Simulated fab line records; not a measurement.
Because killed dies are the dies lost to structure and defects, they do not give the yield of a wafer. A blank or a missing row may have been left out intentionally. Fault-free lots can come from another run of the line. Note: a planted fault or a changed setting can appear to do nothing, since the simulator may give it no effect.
A lot that was struck, set against a sound lot :: flow sky130 :: 36 out of 708 route steps
Sound: these wafers, L985.2, L985.3, L985.4. Wafers L973.1, L973.2, L973.5 were the ones struck. The cause is named last.
Order at every step that has rows: each side's tool, ch and its chambers, its first start. Under that, the readings that differ: sound wafers :: struck wafers :: difference of the means :: sigmas: that difference in standard deviations of wafers without a fault.
alike: readings with means less than 2 such deviations apart, plus words and numbers identical on both sides. not compared: withheld readings, readings lacking a value on some wafer, bounds such as >300 that could conceal the same value, and numbers that have no deviation in the record and whose values overlap.
The two part at a step that has a row with sigmas, a row that says differs or no value, or rows on one side only. Numbers that have no deviation but don't overlap get no sigmas and don't part them. A reading that every wafer of one side lacks parts them only if that side has two wafers or more.

first, 10 steps without rows for these wafers: SKY_GATE_OXIDE_COAT_05 (resist thk 1140 nm); SKY_GATE_OXIDE_SOFTBAKE_06 (time 60 s); SKY_GATE_OXIDE_EXPOSE_07 (exposes mask LVOM, target cd 600 nm); SKY_GATE_OXIDE_PEB_08; SKY_GATE_OXIDE_DEVELOP_09 (develop time 60 s); SKY_GATE_OXIDE_IMPLANT_11; SKY_GATE_OXIDE_WET_ETCH_12 (etches SiO2 in dHF, target depth 16.8 nm, time 336 s); SKY_GATE_OXIDE_STRIP_13 (strips in O2/N2); SKY_GATE_OXIDE_CLEAN_15 (cleans in SC1/SC2, time 150 s); SKY_GATE_OXIDE_OXIDATION_16 (stabilise 600 s, purge 300 s, target thk 3.57 nm).
SKY_POLY_GATE_CVD_00: deposits poly-Si, target thk 180 nm, time 720 s.
  sound on lpcvd-01 ch 1, day 20 17:20; struck on lpcvd-01 ch 0, day 16 12:48
reading: spike-tc-bottom-C (C)
sound: 642.4 641.5 640.9
struck: 636.6 637.6 636.0
difference: -4.9
sigmas: -3

reading: spike-tc-centre-C (C)
sound: 620.5 620.6 621.8
struck: 614.9 612.6 614.0
difference: -7.1
sigmas: -6

reading: spike-tc-lower-C (C)
sound: 619.5 618.5 618.5
struck: 615.4 612.7 613.1
difference: -5.1
sigmas: -5

reading: spike-tc-top-C (C)
sound: 647.1 644.0 644.8
struck: 635.9 635.1 634.4
difference: -10.2
sigmas: -5

reading: spike-tc-upper-C (C)
sound: 620.0 621.4 619.6
struck: 614.5 613.1 614.1
difference: -6.4
sigmas: -7

reading: susceptor-temp-C (C)
sound: 620.0 619.8 620.1
struck: 613.2 612.9 612.7
difference: -7.0
sigmas: -21

reading: model.poly-Si_of_POLY_GATE_CVD_00.thk-nm (nm)
sound: 182.7 182.2 183.6
struck: 151.3 153.4 152.5
difference: -30.4
sigmas: 
SKY_POLY_GATE_THK_MEAS_01:
  sound on film-metro-04 at day 20 18:32; struck on film-metro-02 at day 16 14:00
reading: POLY_GATE_CVD_00_THK (nm)
sound: 182.6 182.3 183.6
struck: 151.5 153.2 152.6
difference: -30.4
sigmas: -16
then, 9 steps without rows for these wafers: SKY_RES_PROTECT_DEHYDRATE_00 (time 60 s); SKY_RES_PROTECT_HMDS_01 (prime time 60 s); SKY_RES_PROTECT_COAT_02 (resist thk 1140 nm); SKY_RES_PROTECT_SOFTBAKE_03 (time 60 s); SKY_RES_PROTECT_EXPOSE_04 (exposes mask RPM, target cd 1270 nm); SKY_RES_PROTECT_PEB_05; SKY_RES_PROTECT_DEVELOP_06 (develop time 60 s); SKY_POLY_GATE_IMPLANT_02; SKY_RES_PROTECT_STRIP_07 (strips in O2/N2).
SKY_RES_PROTECT_CLEAN_09: cleans in SC1/SC2, time 150 s.
  sound on wet-bench-03 ch 3, day 22 00:56; struck on wet-bench-04 ch 0, day 17 17:16
reading: model.poly-Si_of_POLY_GATE_CVD_00.thk-nm (nm)
sound: 182 181.6 183
struck: 150.7 152.7 151.9
difference: -30.4
sigmas: 
  alike: bath-heat-duty-pct
then, 11 steps without rows for these wafers: SKY_POLY_GATE_CVD_03 (deposits Si3N4 from DCS/NH3, target thk 75 nm, time 1290 s); SKY_POLY_GATE_DEHYDRATE_05 (time 60 s); SKY_POLY_GATE_HMDS_06 (prime time 60 s); SKY_POLY_GATE_COAT_07 (resist thk 110 nm); SKY_POLY_GATE_COAT_08 (resist thk 450 nm); SKY_POLY_GATE_SOFTBAKE_09 (time 90 s); SKY_POLY_GATE_EXPOSE_10 (exposes mask P1M, target cd 150 nm); SKY_POLY_GATE_PEB_11; SKY_POLY_GATE_DEVELOP_12 (develop time 60 s); SKY_POLY_GATE_ETCH_15 (etches BARC in N2/H2, stops on SiO2, time 118.5 s, target depth 110 nm); SKY_POLY_GATE_ETCH_16 (etches Si3N4 in CH3F/O2, stops on poly-Si, time 147.5 s, target depth 75 nm).
SKY_POLY_GATE_ETCH_17: etches poly-Si in HBr/Cl2, stops on SiO2, target depth 180 nm, time 70.5 s.
  sound on rie-si-01 ch 0,1,2, day 23 09:53; struck on rie-si-01 ch 0,1,3, day 19 03:10
reading: oes-product-au (a.u.)
sound: 0.967 1.002 0.983
struck: 0.884 0.887 0.887
difference: -0.098
sigmas: -13

reading: model.etch.depth-nm (nm)
sound: 173.1 180.2 178
struck: 150.7 152.7 151.9
difference: -25.3
sigmas: 

reading: model.POLY_GATE.feature-depth-nm (nm)
sound: 173.1 180.2 178
struck: 150.7 152.7 151.9
difference: -25.3
sigmas: 
  alike: HBr_flow_sccm, drypump-motor-current-A, throttle-valve-pct
  not compared: rf-hours-counter-h
then, 1 step without rows for these wafers: SKY_POLY_GATE_STRIP_18 (strips in O2/N2).
-- record jumps: 28 days separate the struck wafers' starts on either side; left off in module POLY_GATE, taken up again in module PAD_OPEN, whose first shown step is the route's number 708 --
SKY_PAD_OPEN_PROBE_99:
  sound on prober-01 at day 50 06:49; struck on prober-01 at day 47 12:40
reading: model.etest.res-high-po.line-ohm-um
sound: 741.9 729.6 736.1
struck: 830.8 863.4 879.9
difference: +122.2
sigmas: 

reading: model.etest.res-poly.line-ohm-um
sound: 504.9 499.9 515.2
struck: 597.9 589.3 601
difference: +89.4
sigmas: 

reading: model.etest.res-high-po.rs-ohm-sq
sound: 258.6 257.1 260.6
struck: 291.6 299.8 302.5
difference: +39.2
sigmas: 

reading: model.etest.res-poly.rs-ohm-sq
sound: 47.58 47.1 47.89
struck: 55.98 56.48 56.81
difference: +8.90
sigmas: 

reading: model.etest.cap-li-to-poly.c-af-um2
sound: 101.6 102.1 100.7
struck: 95.14 92.73 90.68
difference: -8.62
sigmas: 
  alike: killed_at_M0_to_M3, killed_at_M4_up, killed-at-contacts, killed-at-front-end, killed-at-other, killed-dies, killed-open, killed-short

WHERE THEY PART
Last at SKY_POLY_GATE_ETCH_17 as far as this record goes, first at SKY_POLY_GATE_CVD_00. Later steps at which nothing parts them and some readings are alike: SKY_PAD_OPEN_PROBE_99.

WHY: what had been put in by the simulator
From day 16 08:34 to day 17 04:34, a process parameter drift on lpcvd-01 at SKY_POLY_GATE_CVD_00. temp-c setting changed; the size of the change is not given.
